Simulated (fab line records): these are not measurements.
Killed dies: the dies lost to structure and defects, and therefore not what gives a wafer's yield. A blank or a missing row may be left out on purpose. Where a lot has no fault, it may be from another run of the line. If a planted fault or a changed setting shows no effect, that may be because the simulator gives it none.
Check of tool commonality :: flow gf180mcu :: 13 lots, 39 wafers sampled

== REASON IT WAS OPENED ==
Of 13 lots, 2 have the reading NSD_RS flagged at GF_PSD_RS_MEAS_14. Wafers without a fault read 46.15 ohm/sq, standard deviation 0.083.
Rule: a lot gets a flag if all its wafers with a number sit over 4 standard deviations from that mean, or if no wafer of it has a number. The rest of the lots are taken to be sound.

lot: L402
measured: day 14 16:18
on: film_metro-03
NSD_RS (ohm/sq), wafer by wafer: 46.26 46.33 46.19
flag: 

lot: L403
measured: day 14 21:55
on: film_metro-02
NSD_RS (ohm/sq), wafer by wafer: 46.17 46.25 46.22
flag: 

lot: L405
measured: day 15 16:31
on: film_metro-02
NSD_RS (ohm/sq), wafer by wafer: 46.09 46.08 46.09
flag: 

lot: L404
measured: day 15 22:01
on: film_metro-01
NSD_RS (ohm/sq), wafer by wafer: 45.98 46.15 46.06
flag: 

lot: L411
measured: day 18 00:48
on: film_metro-02
NSD_RS (ohm/sq), wafer by wafer: 46.14 46.04 46.21
flag: 

lot: L412
measured: day 18 10:36
on: film_metro-03
NSD_RS (ohm/sq), wafer by wafer: 43.33 43.28 43.26
flag: FLAGGED

lot: L413
measured: day 18 18:37
on: film_metro-03
NSD_RS (ohm/sq), wafer by wafer: 43.37 43.28 43.30
flag: FLAGGED

lot: L419
measured: day 20 13:42
on: film_metro-01
NSD_RS (ohm/sq), wafer by wafer: 46.20 46.15 46.22
flag: 

lot: L420
measured: day 21 03:59
on: film_metro-02
NSD_RS (ohm/sq), wafer by wafer: 46.05 46.05 46.15
flag: 

lot: L421
measured: day 21 08:51
on: film_metro-02
NSD_RS (ohm/sq), wafer by wafer: 46.04 46.19 46.01
flag: 

lot: L422
measured: day 21 17:25
on: film_metro-02
NSD_RS (ohm/sq), wafer by wafer: 46.09 46.07 46.10
flag: 

lot: L423
measured: day 22 01:32
on: film_metro-03
NSD_RS (ohm/sq), wafer by wafer: 46.17 46.14 46.22
flag: 

lot: L424
measured: day 22 06:48
on: film_metro-03
NSD_RS (ohm/sq), wafer by wafer: 46.32 46.27 46.26
flag: 
On average the flagged lots' numbers are 43.30 ohm/sq, which is -2.85 ohm/sq against the usual, or -34 standard deviations.

== LOT BY LOT: THE TOOL USED ==
The record holds 1 process step before the reading, out of a route of 602 steps. Read each cell as the tool, then ch plus the chambers that the sampled wafers visited, then the start.
lot: L402
flag: 
GF_PSD_RTA_13: rtp_anneal-01 ch 0, day 14 16:13

lot: L403
flag: 
GF_PSD_RTA_13: rtp_anneal-02 ch 0, day 14 21:50

lot: L405
flag: 
GF_PSD_RTA_13: rtp_anneal-01 ch 0, day 15 16:26

lot: L404
flag: 
GF_PSD_RTA_13: rtp_anneal-01 ch 0, day 15 21:56

lot: L411
flag: 
GF_PSD_RTA_13: rtp_anneal-01 ch 0, day 18 00:42

lot: L412
flag: FLAGGED
GF_PSD_RTA_13: rtp_anneal-02 ch 0, day 18 10:31

lot: L413
flag: FLAGGED
GF_PSD_RTA_13: rtp_anneal-02 ch 0, day 18 18:32

lot: L419
flag: 
GF_PSD_RTA_13: rtp_anneal-01 ch 0, day 20 13:37

lot: L420
flag: 
GF_PSD_RTA_13: rtp_anneal-02 ch 0, day 21 03:55

lot: L421
flag: 
GF_PSD_RTA_13: rtp_anneal-02 ch 0, day 21 08:46

lot: L422
flag: 
GF_PSD_RTA_13: rtp_anneal-01 ch 0, day 21 17:19

lot: L423
flag: 
GF_PSD_RTA_13: rtp_anneal-01 ch 0, day 22 01:28

lot: L424
flag: 
GF_PSD_RTA_13: rtp_anneal-02 ch 0, day 22 06:43
What is done by these steps:
- GF_PSD_RTA_13: time 20 s.
- GF_PSD_RS_MEAS_14: measures by four-point-probe.

== FLAGGED AGAINST TOTAL, ONE TOOL AT A TIME (gauges that did the reading follow at the end) ==
step: GF_PSD_RTA_13
tool: rtp_anneal-01
lots run: 7
flagged: 0
share of the flagged lots: none
sound lots run after its first flagged lot: -

step: GF_PSD_RTA_13
tool: rtp_anneal-02
lots run: 6
flagged: 2
share of the flagged lots: all
sound lots run after its first flagged lot: 3 (L420,L421,L424)

step: GF_PSD_RS_MEAS_14
tool: film_metro-01
lots run: 2
flagged: 0
share of the flagged lots: none
sound lots run after its first flagged lot: -

step: GF_PSD_RS_MEAS_14
tool: film_metro-02
lots run: 6
flagged: 0
share of the flagged lots: none
sound lots run after its first flagged lot: -

step: GF_PSD_RS_MEAS_14
tool: film_metro-03
lots run: 5
flagged: 2
share of the flagged lots: all
sound lots run after its first flagged lot: 2 (L423,L424)

== THE TABLE: WHAT IT ALLOWS ==
Rows of the table that ran all the flagged lots, 2 in number: rtp_anneal-02 at GF_PSD_RTA_13; film_metro-03 at GF_PSD_RS_MEAS_14.
- rtp_anneal-02 at GF_PSD_RTA_13 ran 6 lots, 2 of them flagged. Sound lots ran on it after the first flagged one (L420, L421, L424), which a lasting fault on the whole tool wouldn't allow. Its own readings lie more than 4 standard deviations out on every wafer of the flagged lots: run_length_s.
- film_metro-03 at GF_PSD_RS_MEAS_14 ran 5 lots, 2 of them flagged. Sound lots ran on it after the first flagged one (L423, L424), which a lasting fault on the whole tool wouldn't allow.
Every row of the table either missed a flagged lot or ran a sound lot after the first.

== WHAT THE SIMULATOR HAD PUT IN ==
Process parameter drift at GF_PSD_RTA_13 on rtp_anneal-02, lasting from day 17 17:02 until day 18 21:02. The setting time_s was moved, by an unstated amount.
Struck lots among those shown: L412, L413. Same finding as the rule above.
